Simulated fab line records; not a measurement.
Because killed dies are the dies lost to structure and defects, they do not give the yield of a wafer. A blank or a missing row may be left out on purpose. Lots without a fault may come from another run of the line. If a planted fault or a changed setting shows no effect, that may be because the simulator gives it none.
Problem report, 8D (eight disciplines) form, completed by code + flow sky130 + the parts of the form that need people (team, actions taken, sign-off) are left out

## 1. WHAT WENT WRONG
SKY_GATE_OXIDE_CLEAN_00, run length s: mean 69 s on 3 wafers (1 lot); fault-free wafers 180 s, standard deviation 3.8. That is -29 standard deviations from the usual mean.
The step: cleans in SC1/SC2, time 150 s.
Seen first at day 19 19:21 on wet bench-01, wafer L981.1. Wafers with a number at this step in the record: 15, from 5 lots. The rule behind "out" and "out of limits": a value lying over 4 standard deviations away from the usual mean. The rest of the wafers with a number are treated as sound.

## 2. WHAT THIS IS AND IS NOT
| question                    | is                     | is not                       |
|-----------------------------|------------------------|------------------------------|
| which readings at this step | run length s           | -                            |
| which lots                  | L981                   | L960, L963, L967, L970       |
| which wafers of those lots  | all that have a number | -                            |
| read on which tools         | wet bench-01           | wet bench-02, wet bench-03   |
| when                        | from day 19 19:21      | up to then (12 sound wafers) |

## 3. THE SUSPECTS, EACH WITH WHAT RULES IT OUT
Counting: a tool at any process step up to the reading remains a suspect when it ran all the lots that are out and ran no sound lot after the first of those.
- rie diel-04 at SKY_SONOS_ONO_ETCH_15 (etches the open film in CHF3/O2, target depth 19.52 nm, time 7.8 s): kept. It ran the lot that is out, L981 (day 19 19:05), and no sound lot after that; its last sound lot up to then is L970 (day 16 01:47).
- plasma asher-01 at SKY_SONOS_ONO_STRIP_17 (strips in O2/N2): kept. It ran the lot that is out, L981 (day 19 19:11), and no sound lot after that; its last sound lot up to then is L970 (day 16 01:55).
- wet bench-01 at SKY_GATE_OXIDE_CLEAN_00 (cleans in SC1/SC2, time 150 s): kept. It ran the lot that is out, L981 (day 19 19:21), and no sound lot after that; its last sound lot up to then is L960 (day 12 13:27). On those wafers its own readings are out: run length s.
The count leaves rie diel-04 at SKY_SONOS_ONO_ETCH_15, plasma asher-01 at SKY_SONOS_ONO_STRIP_17, and wet bench-01 at SKY_GATE_OXIDE_CLEAN_00.

## 4. THE CAUSE (what the simulator had put in)
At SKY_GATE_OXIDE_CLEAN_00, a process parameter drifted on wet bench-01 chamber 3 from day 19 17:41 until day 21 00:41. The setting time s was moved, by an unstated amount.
Counting left 3 suspects, and this tool is among them.

## 5. THE EFFECT CHAIN, in route order
Each row: a reading whose mean over the struck wafers that have a number lies more than 3 standard deviations from the usual. Scope: only readings with a usual standard deviation given in the record; hours: median across lots of the time from each lot's start at the first step in this table that gives one to its start at this step; sigmas: change in usual standard deviations.
| hours | step                    | reading      | usual | on struck wafers | change | sigmas |
|-------|-------------------------|--------------|-------|------------------|--------|--------|
| 0     | SKY_GATE_OXIDE_CLEAN_00 | run length s | 180 s | 69               | -111   | -29    |
The process steps in it:
- SKY_GATE_OXIDE_CLEAN_00: cleans in SC1/SC2, time 150 s.
Later steps that measure or inspect, where all struck wafers having a row at the step show a number for every such reading and not one has moved that far: SKY_GATE_OXIDE_THK_MEAS_02, SKY_GATE_OXIDE_OVL_MEAS_10, SKY_GATE_OXIDE_TW_MEAS_14, SKY_POLY_GATE_THK_MEAS_01, SKY_RES_PROTECT_TW_MEAS_08.

## 6. WHAT WOULD HAVE CAUGHT IT SOONER
The fault began at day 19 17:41; the first out-of-limits reading in this record came at day 19 19:21, 2 hours later.
